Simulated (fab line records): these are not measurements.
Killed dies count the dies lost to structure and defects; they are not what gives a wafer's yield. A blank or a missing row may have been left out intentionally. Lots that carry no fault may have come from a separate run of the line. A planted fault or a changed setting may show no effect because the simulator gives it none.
Problem report, 8D (eight disciplines) form, completed by code -- flow sky130 -- the parts of the form that need people (team, actions taken, sign-off) are left out

1. THE PROBLEM
Wafers free of any fault read 494 (standard deviation 9.5) for NWELL_2_TW at SKY_NWELL_TW_MEAS_26, against a mean of 568 on 6 wafers of 2 lots. Measured from the usual mean, that is +7.8 standard deviations.
First seen on wafer L979.2, day 9 05:11, on filmMetro-02. The record has a number at this step for 36 wafers belonging to 12 lots. Rule for "out" (also "out of limits"): further than 4 standard deviations from the usual mean. Any other wafer with a number is counted as sound.

2. WHAT IT IS AND WHAT IT IS NOT
question,is,is not
which readings at this step,NWELL_2_TW,-
which lots,"L979, L980","L964, L965, L966, L967, L969, L971, L972, L983, L986, L987"
which wafers of those lots,all that have a number,-
read on which gauges,"filmMetro-02, filmMetro-04",filmMetro-01
when,from day 9 05:11,"up to then (21 sound wafers); but 9 sound wafers of L983, L986, L987 came after"

3. THE SUSPECTS, EACH WITH WHAT RULES IT OUT
Counting: a tool stays on the suspect list if, at a process step up to the reading, it processed all lots that are out and no sound lot following the first of them.
- ruled out: the gauge at SKY_NWELL_TW_MEAS_26. The wafers that are out were read on 2 gauges (filmMetro-02, filmMetro-04).
- implanter-01 at SKY_NWELL_IMPLANT_24: kept. All lots that are out passed through it, beginning with L979 at day 9 04:56, and no sound lot followed; its final sound lot before that point was L967 at day 6 06:55. Out on those wafers are its own readings of doseIonsCm2, faradayCurrentUA.
After counting, what remains is implanter-01 at SKY_NWELL_IMPLANT_24.

4. THE CAUSE (what the simulator had put in)
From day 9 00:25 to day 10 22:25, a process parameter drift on implanter-01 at SKY_NWELL_IMPLANT_24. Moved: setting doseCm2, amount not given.
After counting, this tool was the only one left.

5. SEQUENCE OF EFFECTS, ordered by route
Each row: a reading whose mean over the struck wafers that have a number lies more than 3 standard deviations from the usual. Readings are gone through only where the record gives a usual standard deviation; hours: the median, over the lots, of the time from a lot's start at the first step in this table giving one to that lot's start at this step; sigmas: the change measured in usual standard deviations.
hours,step,reading,usual,on struck wafers,change,sigmas
0,SKY_NWELL_IMPLANT_24,doseIonsCm2,9.201e+12,1.443e+13,+5.233e+12,+99 or more
0,SKY_NWELL_IMPLANT_24,faradayCurrentUA,51.8,80.8,+29.0,+29
0,SKY_NWELL_TW_MEAS_26,NWELL_2_TW,494,568,+74,+7.8
Here are the process steps it includes:
- SKY_NWELL_IMPLANT_24
At these later measuring or inspecting steps, every struck wafer for which the step has a row has a number for every such reading, and none has moved that far: SKY_VT_ADJUST_LVTN_TW_MEAS_10, SKY_SONOS_TUNNEL_OVL_MEAS_08.

6. HOW IT WOULD HAVE BEEN CAUGHT EARLIER
Counted from the fault's start at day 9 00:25, it took 5 hours until the first out-of-limits reading at a measuring or inspecting step in this record, taken at day 9 05:11.
At SKY_NWELL_IMPLANT_24, the tool's own readings (doseIonsCm2, faradayCurrentUA) were out on each struck wafer the step has a row for, so an alarm limit on them would have fired on the first such wafer.
Of the lots that are out (2), L980 began SKY_NWELL_IMPLANT_24 on implanter-01 after day 9 05:11. A tool hold placed at that time would have kept it from harm.
